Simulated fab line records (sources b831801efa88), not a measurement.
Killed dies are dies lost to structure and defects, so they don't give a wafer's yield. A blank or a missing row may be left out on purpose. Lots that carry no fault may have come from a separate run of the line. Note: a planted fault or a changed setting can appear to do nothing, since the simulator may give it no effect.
What tool caused it?	flow sky130	Sampling: 12 lots, 36 wafers, 5 of 708 route steps

WHAT THE GAUGES SHOWED, per wafer
SKY_LOCAL_INTERCONNECT_THK_MEAS_02: measures by xrf.
lot	measured	on	LOCAL_INTERCONNECT_TIN_THK (nm)
L811	day 29 18:25	filmMetro-01	100.8 101.3 100.2
L812	day 30 00:26	filmMetro-01	101.1 100.7 100.9
L813	day 31 03:20	filmMetro-04	102.2 100.5 101.5
L816	day 31 13:44	filmMetro-02	101.7 101.8 100.1
L818	day 32 00:28	filmMetro-04	99.2 102.0 100.8
L820	day 32 15:54	filmMetro-02	101.5 101.0 102.0
L821	day 33 03:10	filmMetro-02	99.8 101.2 101.1
L822	day 33 11:43	filmMetro-01	101.6 100.7 100.5
L823	day 33 15:56	filmMetro-04	100.8 100.9 100.7
L828	day 34 23:22	filmMetro-04	101.9 101.7 102.3
L829	day 35 03:26	filmMetro-02	100.4 101.0 100.4
L832	day 36 12:38	filmMetro-02	102.0 101.2 101.2

TOOL THAT RAN EACH LOT (tool first, then ch and the chambers of the sampled wafers, then the start)
lot	SKY_VT_ADJUST_PCH_COAT_02	SKY_VT_ADJUST_PCH_STRIP_09	SKY_POLY_CUT_ETCH_10	SKY_LOCAL_INTERCONNECT_SPUTTER_00
L811	lithoTrack-04 ch 0, day 10 10:49	plasmaAsher-02 ch 0,1, day 10 22:52	rieDiel-04 ch 2,3, day 24 19:22	pvdSputter-03, day 29 18:14
L812	lithoTrack-01 ch 0, day 10 12:47	plasmaAsher-02 ch 0,1, day 11 00:41	rieDiel-04 ch 1,2,3, day 25 00:14	pvdSputter-03, day 30 00:15
L813	lithoTrack-04 ch 0, day 10 22:19	plasmaAsher-03 ch 0,1, day 11 10:28	rieDiel-04 ch 1,3, day 26 07:07	pvdSputter-01, day 31 03:10
L816	lithoTrack-02 ch 0, day 11 22:07	plasmaAsher-01 ch 0,1, day 12 10:46	rieDiel-04 ch 0,1,3, day 26 16:31	pvdSputter-01, day 31 13:33
L818	lithoTrack-02 ch 0, day 12 11:02	plasmaAsher-02 ch 0,1, day 12 23:46	rieDiel-04 ch 0,1,3, day 27 04:50	pvdSputter-01, day 32 00:17
L820	lithoTrack-02 ch 0, day 13 00:40	plasmaAsher-02 ch 0,1, day 13 13:20	rieDiel-01 ch 1,3, day 27 21:19	pvdSputter-02, day 32 15:43
L821	lithoTrack-04 ch 0, day 13 09:25	plasmaAsher-03 ch 0,1, day 13 21:20	rieDiel-03 ch 1,2,3, day 28 08:26	pvdSputter-01, day 33 02:58
L822	lithoTrack-01 ch 0, day 13 15:46	plasmaAsher-02 ch 0,1, day 14 06:16	rieDiel-03 ch 0,1,3, day 28 18:20	pvdSputter-02, day 33 11:32
L823	lithoTrack-04 ch 0, day 13 22:19	plasmaAsher-02 ch 0,1, day 14 12:34	rieDiel-04 ch 0,1, day 28 22:17	pvdSputter-02, day 33 15:44
L828	lithoTrack-04 ch 0, day 15 08:49	plasmaAsher-03 ch 0,1, day 15 22:44	rieDiel-04 ch 0,1, day 30 07:56	pvdSputter-01, day 34 23:11
L829	lithoTrack-01 ch 0, day 15 16:51	plasmaAsher-03 ch 0,1, day 16 06:19	rieDiel-01 ch 0,1,3, day 30 11:38	pvdSputter-01, day 35 03:14
L832	lithoTrack-01 ch 0, day 16 22:58	plasmaAsher-02 ch 0,1, day 17 13:44	rieDiel-04 ch 1,2,3, day 31 23:38	pvdSputter-02, day 36 12:27
- SKY_VT_ADJUST_PCH_COAT_02: resist thk 3000 nm.
- SKY_VT_ADJUST_PCH_STRIP_09: strips in O2/N2.
- SKY_POLY_CUT_ETCH_10: etches BARC in N2/H2, stops on SiO2, time 45.9 s, target depth 60 nm.
- SKY_LOCAL_INTERCONNECT_SPUTTER_00: material TiN, target thk 100 nm, time 83.3 s.

WHAT THE TOOLS THEMSELVES READ (means of the sampled wafers that have a number; where no wafer has one, the mark that the record gives instead)
SKY_VT_ADJUST_PCH_COAT_02.
lot	tool	spinSpeedRpm (rpm)
L811	lithoTrack-04	1998.6
L812	lithoTrack-01	2000.5
L813	lithoTrack-04	1999.5
L816	lithoTrack-02	2001.4
L818	lithoTrack-02	2000.4
L820	lithoTrack-02	2000.2
L821	lithoTrack-04	2000.3
L822	lithoTrack-01	1999.6
L823	lithoTrack-04	2001.1
L828	lithoTrack-04	2000.1
L829	lithoTrack-01	2282.6
L832	lithoTrack-01	2284.1

SKY_VT_ADJUST_PCH_STRIP_09.
lot	tool	drypumpMotorCurrentA (A)	oesProductAu (a.u.)	stripTimeToEndpointS (s)
L811	plasmaAsher-02	6.1	0.725	36.94
L812	plasmaAsher-02	6.1	0.721	36.81
L813	plasmaAsher-03	5.4	0.724	36.93
L816	plasmaAsher-01	5.0	0.723	36.78
L818	plasmaAsher-02	5.8	0.723	36.83
L820	plasmaAsher-02	5.8	0.725	36.74
L821	plasmaAsher-03	5.4	0.722	36.99
L822	plasmaAsher-02	6.1	0.724	36.97
L823	plasmaAsher-02	5.8	0.720	36.86
L828	plasmaAsher-03	5.4	0.722	36.68
L829	plasmaAsher-03	5.4	0.725	34.64
L832	plasmaAsher-02	5.8	0.719	34.71

SKY_POLY_CUT_ETCH_10.
lot	tool	drypumpMotorCurrentA (A)	oesProductAu (a.u.)	throttleValvePct (%)
L811	rieDiel-04	6.1	0.851	13.231
L812	rieDiel-04	5.8	0.854	13.232
L813	rieDiel-04	6.0	0.857	13.224
L816	rieDiel-04	5.6	0.853	13.220
L818	rieDiel-04	5.6	0.857	13.220
L820	rieDiel-01	5.5	0.855	13.222
L821	rieDiel-03	5.6	0.854	13.223
L822	rieDiel-03	5.6	0.854	13.217
L823	rieDiel-04	5.2	0.857	13.228
L828	rieDiel-04	5.3	0.860	13.229
L829	rieDiel-01	5.7	0.854	13.228
L832	rieDiel-04	5.8	0.852	13.224

SKY_LOCAL_INTERCONNECT_SPUTTER_00.
lot	tool	throttleValvePct (%)
L811	pvdSputter-03	30.3
L812	pvdSputter-03	29.9
L813	pvdSputter-01	31.5
L816	pvdSputter-01	30.5
L818	pvdSputter-01	30.5
L820	pvdSputter-02	31.6
L821	pvdSputter-01	31.4
L822	pvdSputter-02	31.4
L823	pvdSputter-02	31.5
L828	pvdSputter-01	29.8
L829	pvdSputter-01	30.1
L832	pvdSputter-02	31.4

THE ANSWER, worked out from the rows above alone
Rule: what is usual is taken from the lots themselves. The widest of any qualifying gaps counts: lots, ordered by their means at a reading, are off when they make up no more than a third of the lots, leave a main group of 4 or more, and stand apart from it by 3 or more times the standard deviation of that group's means. Not used: any main group whose means are identical at the precision the tables above print for the reading. Also off: a lot with no number at a reading for which 4 or more lots have one. Any other lot the step has rows for is counted as sound. First the gauges in route order, then the tools' own readings, where a lot's mean is used as printed above. At the first step where some lot is off, the reading lying furthest off is the one used; lots without a number count as furthest.
Off: L829, L832 (SKY_VT_ADJUST_PCH_COAT_02, spinSpeedRpm). The main group: mean 2000.2 rpm, standard deviation 0.76.
A tool fits if, at that step or a process step before it, it ran every lot that is off, and no sound lot after the first of them. One fits: SKY_VT_ADJUST_PCH_COAT_02 on lithoTrack-01. Its last sound lot is L822 (day 13 15:46), its first lot that is off L829 (day 15 16:51): a fault that began between those two fits.
The tool's own readings at SKY_VT_ADJUST_PCH_COAT_02 bear it out: on the lots that are off they differ by more than 5 times the standard deviation of the sound lots' means. spinSpeedRpm reads 2283.3 rpm there against 2000.2 rpm on the sound lots.

WHAT WAS PUT IN BY THE SIMULATOR
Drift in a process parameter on lithoTrack-01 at SKY_VT_ADJUST_PCH_COAT_02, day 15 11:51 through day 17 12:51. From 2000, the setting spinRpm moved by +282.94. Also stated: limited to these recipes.
Lots struck among those shown: L829, L832. The rule above found the same.
